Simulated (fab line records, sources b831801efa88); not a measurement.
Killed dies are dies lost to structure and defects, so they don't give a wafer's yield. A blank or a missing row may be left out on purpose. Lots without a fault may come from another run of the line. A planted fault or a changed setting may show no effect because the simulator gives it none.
One fault seen from 2 desks | flow gf180mcu | each desk has only its own numbers; what lay behind them comes last

THE METROLOGY DESK
What the gauges read, lot by lot, whatever tool the lot ran on: means of the sampled wafers that have a number. A lot is out of limits, marked OUT, if its mean lies more than 4 standard deviations from the usual mean; the brackets give that distance.
Columns: A = PASSIVATION_CVD_02_THK at GF_PASSIVATION_THK_MEAS_03, usual 700 nm
lot  | first seen here | A
L212 | day 28 02:16    | 695
L213 | day 28 09:29    | 697
L215 | day 29 04:41    | 699
L216 | day 29 09:25    | 693
L218 | day 30 02:07    | 693
L219 | day 30 10:42    | 709
L220 | day 30 13:15    | 694
L226 | day 32 03:51    | 703
L227 | day 32 13:26    | 706
L229 | day 32 19:07    | 701
L231 | day 33 10:02    | 694
L232 | day 33 14:38    | 697
L233 | day 33 21:20    | 698
L235 | day 34 10:35    | 714
This desk's finding: nothing out of limits on any of the 14 lots.

THE TOOL OWNER'S DESK: furnace-02
The tool's own readings at GF_DUAL_GATE_OXIDATION_15 (stabilise 600 s, purge 300 s, target thk 7.098 nm): means of the sampled wafers that have a number, for each lot that ran on this tool. A lot is out of limits, marked OUT, if its mean lies more than 4 standard deviations from the usual mean; the brackets give that distance.
Columns: A = tube_center_temp_C_max at GF_DUAL_GATE_OXIDATION_15, usual 852.2
lot  | first seen here | A
L212 | day 8 09:46     | 851.9
L216 | day 9 13:13     | 852.1
L218 | day 10 02:37    | 852.3
L220 | day 10 17:42    | 852.3
L231 | day 13 21:52    | 852.2
L232 | day 14 03:44    | 852.4
L233 | day 14 07:52    | 852.7
L235 | day 15 00:56    | 852.0
This desk's finding: nothing out of limits on any of the 8 lots.

PUT TOGETHER
The metrology desk saw nothing out of limits.
The tool owner's desk saw nothing out of limits.

WHAT THE SIMULATOR HAD PUT IN
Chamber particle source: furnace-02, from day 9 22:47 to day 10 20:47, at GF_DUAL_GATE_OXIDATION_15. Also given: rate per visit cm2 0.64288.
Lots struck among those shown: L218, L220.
